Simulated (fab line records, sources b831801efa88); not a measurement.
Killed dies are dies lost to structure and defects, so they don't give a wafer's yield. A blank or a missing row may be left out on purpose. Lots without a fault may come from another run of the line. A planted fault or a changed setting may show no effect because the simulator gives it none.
Chamber matching | flow gf180mcu | GF_PASSIVATION_ETCH_11 on rie_diel-03: 4 sister chambers
The step etches the open film in CF4/O2, stops on TiN, target depth 1800 nm, time 400 s. 4 wafers are shown with their chamber, then 7 later ones without.

WAFERS WITH THEIR CHAMBER
wafer  | chamber | drypump_motor_current_A (A)
L673.4 | 2       | 6.00
L674.4 | 1       | 5.35
L677.4 | 3       | 5.96
L677.5 | 0       | 5.64

WAFERS WITHOUT THEIR CHAMBER
wafer  | drypump_motor_current_A (A)
L680.2 | 6.03
L680.4 | 5.33
L682.1 | 5.62
L682.3 | 6.02
L689.1 | 5.63
L689.4 | 5.97
L689.5 | 5.36

WHICH CHAMBER EACH WENT THROUGH
wafer  | from the rows above     | in truth
L680.2 | 2                       | 2
L680.4 | 1                       | 1
L682.1 | 0                       | 0
L682.3 | 2                       | 2
L689.1 | 0                       | 0
L689.4 | can't be placed: 3 or 2 | 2
L689.5 | 1                       | 1
Placed correctly: 6 of 7. Can't be placed from these rows: 1 (the true chamber is among the candidates in 1). Placed wrongly: 0.
How it was worked out, from the rows above alone: a wafer's distance from a chamber is the root of the sum, over the readings, of the square of ((its reading less the chamber's mean) divided by the reading's scatter). The wafer belongs to the nearest chamber; if the next one is less than 2 further off, it can't be placed. A chamber's mean is the mean of its shown wafers. The scatter: with one shown wafer a chamber, the root of the mean of the squares of how far each hidden wafer lies from its nearest shown one.
